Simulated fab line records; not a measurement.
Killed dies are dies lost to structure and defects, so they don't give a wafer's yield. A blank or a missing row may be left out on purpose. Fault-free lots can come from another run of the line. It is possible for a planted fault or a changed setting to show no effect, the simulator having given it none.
fab line records | flow sky130
record: lots: 14 wafers: 40 last_day: 50
route steps=708 shown FIELD_ISO@18 VT_ADJUST_HVTR@138 SONOS_TUNNEL@161 PAD_OPEN@708
lots with no fault: from the same line, run without faults
start_h: the number of hours between the record's first day and the start of the first shown wafer of the lot | wait_h: hours since the lot's step before | " the same as in the row above | L1.1+2: several wafers, shown together as one row | - no value, or no start was given | * or withheld: withheld | < > ~ a bound
route shown NAME@n: NAME is a module with steps in the file, n the number in the route of the first one | usual: mean/standard deviation taken from wafers without a fault | same: alike in all rows | chamber/n: place in a boat | sites: per-site readings | _std_site: the standard deviation of these | _edge_site: the outer-site mean with the inner-site mean subtracted | radius_mm: for every site, how far away it sits from the centre of the wafer | mask NAME#n: copy n | behind: the last tool/chamber to shape the wafer | hold: cause of the lot's hold/its duration in hours/its outcome | device: the n, p or np transistor that did not switch | end of line: tests of these same wafers at the route's end | a step given without rows: its recipe and nothing more | killed: at the first sort, the dies lost to defects and structure; wafer yield is something else | map: dies across one wafer; x = killed, . = not, _ = none there
set.NAME: the run value of the setting; set.NAME@STEP: its run value at that earlier step | model.NAME: the simulator's own value behind a step, which no gauge read
route steps across a sampled set of lots; one table per step, one row per wafer
== steps ==
step: SKY_FIELD_ISO_ETCH_17
recipe: target_depth_a: 3420 mask_material: Si3N4 chemistry: HBr/Cl2/O2 target: Si taper_deg: 5 icp_w: 600 bias_w: 150 pressure_mtorr: 15 HBr_flow_sccm: 150 Cl2_flow_sccm: 40 O2_flow_sccm: 6 time_s: 97.7
usual: drypump_motor_current_A: 5.8/0.35 oes_product_au: 1.003/0.0068 throttle_valve_pct: 25.656/0.009
columns lot.wafer tool chamber start_h wait_h drypump_motor_current_A oes_product_au rf_hours_counter_h throttle_valve_pct
L663.1 rie_si-01 0 29.47 0.1 5.5 1.004 106 25.656
L663.4 " 3 " " 6.2 0.997 23 25.659
L663.5 " 0 " " 5.6 0.989 - 25.654
L664.3 rie_si-02 3 35.12 0.0 5.4 1.010 104 25.676
L664.4 " 0 " " 6.4 1.010 71 25.660
L664.5 " 0 " " 6.4 1.008 - 25.662
L665.3 rie_si-02 1 41.12 0.0 5.5 1.000 12 25.663
L665.4 " 2 " " 6.2 0.999 33 25.662
L665.6 " 3 " " 5.4 1.006 - 25.666
L666.1 rie_si-01 0 45.17 0.1 5.6 1.007 107 25.657
L666.4 " 3 " " 6.2 1.011 24 25.653
L666.6 " 1 " " 5.5 1.009 - 25.656
L667.2 rie_si-01 1 51.10 0.1 5.5 0.996 52 25.665
L667.4 " 0 " " 5.6 0.995 107 25.655
L667.6 " 0 " " 5.5 0.995 - 25.674
L668.2 rie_si-01 1 54.91 0.1 5.4 0.999 52 25.657
L668.4 " 0 " " 5.6 0.992 107 25.645
L668.5 " 2 " " 5.9 0.997 - 25.656
L671.2 rie_si-01 3 70.96 0.1 6.2 1.004 24 25.637
L671.4 " 0 " " 5.6 1.313 107 25.441
L672.3 rie_si-01 0 74.97 0.0 5.6 1.293 107 25.452
L672.5 " 3 " " 6.2 0.992 - 25.641
L680.1 rie_si-02 2 116.82 0.1 6.2 1.014 34 25.660
L680.2 " 3 " " 5.4 1.000 105 25.647
L680.5 " 2 " " 6.2 1.007 - 25.662
L682.2 rie_si-01 3 131.92 0.1 6.2 1.021 24 25.673
L682.3 " 1 " " 5.5 1.003 53 25.651
L682.5 " 0 " " 5.5 0.996 - 25.654
L683.1 rie_si-01 2 136.25 0.1 5.9 1.000 17 25.671
L683.2 " 0 " " 5.6 1.007 107 25.660
L683.4 " 3 " " 6.2 1.018 24 25.650
L684.4 rie_si-01 2 144.51 0.0 5.9 1.020 17 25.640
L684.5 " 3 " " 6.2 1.015 - 25.649
L684.6 " 0 " " 5.5 1.009 - 25.649
L685.2 rie_si-02 1 147.77 0.1 5.5 1.002 13 25.653
L685.4 " 2 " " 6.2 1.003 34 25.655
L685.6 " 2 " " 6.2 1.001 - 25.657
L686.1 rie_si-01 3 150.67 0.1 6.2 1.017 25 25.647
L686.4 " 1 " " 5.5 1.005 53 25.659
L686.5 " 1 " " 5.5 0.998 - 25.663
step: SKY_VT_ADJUST_HVTR_CD_MEAS_07
recipe: target_cd_nm: 380
usual: cd_nm: 379.8/2.6
columns lot.wafer tool chamber start_h wait_h cd_nm
L663.1 cd_sem-01 - 203.60 0.1 381.3
L663.4 " - " " 382.9
L663.5 " - " " 382.8
L664.3 cd_sem-01 - 207.74 0.1 376.1
L664.4 " - " " 375.0
L664.5 " - " " 377.1
L665.3 cd_sem-01 - 219.28 0.1 379.5
L665.4 " - " " 379.4
L665.6 " - " " 380.1
L666.1 cd_sem-02 - 222.98 0.1 380.1
L666.4 " - " " 378.6
L666.6 " - " " 378.4
L667.2 cd_sem-02 - 233.31 0.1 378.6
L667.4 " - " " 383.1
L667.6 " - " " 382.1
L668.2 cd_sem-01 - 236.41 0.1 377.4
L668.4 " - " " 378.1
L668.5 " - " " 377.1
L671.2 cd_sem-02 - 262.46 0.1 378.1
L671.4 " - " " 378.0
L672.3 cd_sem-01 - 268.22 0.1 376.5
L672.5 " - " " 378.9
L680.1 cd_sem-01 - 330.35 0.1 378.7
L680.2 " - " " 378.4
L680.5 " - " " 381.9
L682.2 cd_sem-01 - 346.45 0.1 379.1
L682.3 " - " " 377.6
L682.5 " - " " 377.3
L683.1 cd_sem-02 - 353.68 0.1 375.6
L683.2 " - " " 378.6
L683.4 " - " " 379.0
L684.4 cd_sem-01 - 363.86 0.1 380.5
L684.5 " - " " 382.4
L684.6 " - " " 381.7
L685.2 cd_sem-01 - 371.21 0.1 384.1
L685.4 " - " " 383.0
L685.6 " - " " 383.1
L686.1 cd_sem-02 - 384.04 0.1 383.8
L686.4 " - " " 383.1
L686.5 " - " " 385.2
step: SKY_SONOS_TUNNEL_CD_MEAS_07
recipe: target_cd_nm: 410
usual: cd_nm: 410.4/2.2
columns lot.wafer tool chamber start_h wait_h cd_nm
L663.1 cd_sem-02 - 249.64 0.1 412.8
L663.4 " - " " 411.8
L663.5 " - " " 415.1
L664.3 cd_sem-01 - 253.77 0.1 412.0
L664.4 " - " " 413.9
L664.5 " - " " 411.6
L665.3 cd_sem-01 - 266.21 0.2 413.5
L665.4 " - " " 412.9
L665.6 " - " " 414.0
L666.1 cd_sem-01 - 270.43 0.1 409.9
L666.4 " - " " 409.9
L666.6 " - " " 407.7
L667.2 cd_sem-02 - 281.95 0.1 408.2
L667.4 " - " " 408.8
L667.6 " - " " 406.1
L668.2 cd_sem-02 - 284.90 0.1 407.4
L668.4 " - " " 408.2
L668.5 " - " " 407.9
L671.2 cd_sem-02 - 312.10 0.1 411.2
L671.4 " - " " 409.5
L672.3 cd_sem-02 - 319.32 0.1 413.7
L672.5 " - " " 413.1
L680.1 cd_sem-02 - 386.79 0.1 412.6
L680.2 " - " " 412.8
L680.5 " - " " 414.8
L682.2 cd_sem-02 - 403.36 0.1 407.8
L682.3 " - " " 407.5
L682.5 " - " " 407.8
L683.1 cd_sem-01 - 410.68 0.1 408.2
L683.2 " - " " 409.5
L683.4 " - " " 408.9
L684.4 cd_sem-02 - 421.60 0.1 408.2
L684.5 " - " " 406.0
L684.6 " - " " 406.8
L685.2 cd_sem-02 - 429.50 0.1 409.5
L685.4 " - " " 409.7
L685.6 " - " " 411.9
L686.1 cd_sem-02 - 444.23 0.1 411.1
L686.4 " - " " 413.3
L686.5 " - " " 411.8
step: SKY_SONOS_TUNNEL_OVL_MEAS_08
usual: SONOS_TUNNEL_OVL: 0.0/1.2
columns lot.wafer tool chamber start_h wait_h SONOS_TUNNEL_OVL[nm]
L663.1 overlay-02 - 249.76 0.1 -0.2
L663.4 " - " " 1.6
L663.5 " - " " 0.7
L664.3 overlay-02 - 253.87 0.1 -1.5
L664.4 " - " " -1.7
L664.5 " - " " 0.3
L665.3 overlay-01 - 266.30 0.1 -0.8
L665.4 " - " " -0.2
L665.6 " - " " -2.1
L666.1 overlay-01 - 270.55 0.1 -2.1
L666.4 " - " " -1.4
L666.6 " - " " -0.1
L667.2 overlay-01 - 282.06 0.1 1.2
L667.4 " - " " 0.3
L667.6 " - " " -0.4
L668.2 overlay-01 - 285.01 0.1 0.1
L668.4 " - " " 1.5
L668.5 " - " " -1.5
L671.2 overlay-02 - 312.21 0.1 1.5
L671.4 " - " " 2.5
L672.3 overlay-02 - 319.42 0.1 1.1
L672.5 " - " " 2.3
L680.1 overlay-01 - 386.91 0.1 -2.0
L680.2 " - " " -0.9
L680.5 " - " " -0.3
L682.2 overlay-01 - 403.46 0.1 1.3
L682.3 " - " " -0.1
L682.5 " - " " -1.1
L683.1 overlay-01 - 410.80 0.1 -0.1
L683.2 " - " " -1.7
L683.4 " - " " -2.2
L684.4 overlay-02 - 421.67 0.1 0.1
L684.5 " - " " -0.4
L684.6 " - " " -1.3
L685.2 overlay-01 - 429.61 0.1 -0.3
L685.4 " - " " 1.4
L685.6 " - " " 0.6
L686.1 overlay-01 - 444.35 0.1 1.2
L686.4 " - " " 1.2
L686.5 " - " " -0.6
step: SKY_PAD_OPEN_PROBE_99
usual: killed_at_M0_to_M3: 44/7 killed_at_M4_up: 3.2/1.8 killed_at_contacts: 24/5.1 killed_at_front_end: 15/4.3 killed_at_other: 0.3/0.5 killed_dies: 86/9.6 killed_open: 48/7.1 killed_short: 38/6.7
same: gross_dies: 492 killed_at_back_side: 0
columns lot.wafer tool chamber start_h wait_h killed_at_M0_to_M3 killed_at_M4_up killed_at_contacts killed_at_front_end killed_at_other killed_dies killed_open killed_short
L671.2 prober-01 - 1124.31 0.1 39 6 21 18 0 84 58 25
L682.2 prober-02 - 1183.79 0.1 45 4 28 13 0 90 49 41
L682.3 prober-02 - 1183.84 0.2 47 4 15 22 0 88 58 30
L682.5 prober-02 - 1183.94 0.2 52 7 23 11 1 94 56 38
killed by level:class
L671.2 VIA1:geometric_particle:open=14 LI_CONTACT:geometric_particle:open=9 CONTACT:geometric_particle:open=9 VIA3:geometric_particle:open=8 FIELD_ISO:geometric_particle:open=6 VIA2:geometric_particle:open=6 FIELD_ISO:geometric_particle:short=4 METAL4:geometric_particle:short=4
L682.2 LI_CONTACT:geometric_particle:open=12 VIA1:geometric_particle:open=12 CONTACT:geometric_particle:open=8 VIA1:geometric_particle:short=6 VIA2:geometric_particle:open=5 VIA3:geometric_particle:short=5 CONTACT:geometric_particle:short=4 METAL2:geometric_particle:short=4
L682.3 FIELD_ISO:geometric_particle:open=12 VIA3:geometric_particle:open=11 VIA2:geometric_particle:open=10 VIA1:geometric_particle:open=8 CONTACT:geometric_particle:short=5 VIA1:geometric_particle:short=5 FIELD_ISO:geometric_particle:short=4 CONTACT:geometric_particle:open=4
L682.5 VIA1:geometric_particle:open=14 CONTACT:geometric_particle:open=9 METAL1:geometric_particle:short=8 VIA2:geometric_particle:open=8 VIA3:geometric_particle:open=6 LI_CONTACT:geometric_particle:open=5 FIELD_ISO:geometric_particle:open=4 LI_CONTACT:geometric_particle:short=4
== key ==
first_sign: step: SKY_FIELD_ISO_ETCH_17 reading: oes_product_au direction: up sigmas: 44 usual: 1.003 struck: 1.303
effect: step: SKY_FIELD_ISO_ETCH_17 reading: throttle_valve_pct direction: down sigmas: 23 usual: 25.656 struck: 25.446
met_at SKY_FIELD_ISO_ETCH_17
struck_lots L671,L672
struck_wafers L671.4,L672.3
tester_left_out L671,L672
not_acting_at SKY_VT_ADJUST_HVTR_CD_MEAS_07,SKY_SONOS_TUNNEL_CD_MEAS_07,SKY_SONOS_TUNNEL_OVL_MEAS_08
onset_between 54.91 70.96
fault: kind: process_parameter_drift tool: rie_si-01 chamber: - onset_h: 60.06 steps: SKY_FIELD_ISO_ETCH_17 channel: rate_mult offset: 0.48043 shape: step end_h: 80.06 scope: struck_wafers_only
tester_left_out: of these lots the tester's yield and bins aren't shown, on N5 and GAA mostly nor the transistor test; their killed dies are dies lost to structure and defects alone, not to doping, threshold or leakage, so they don't give the yield
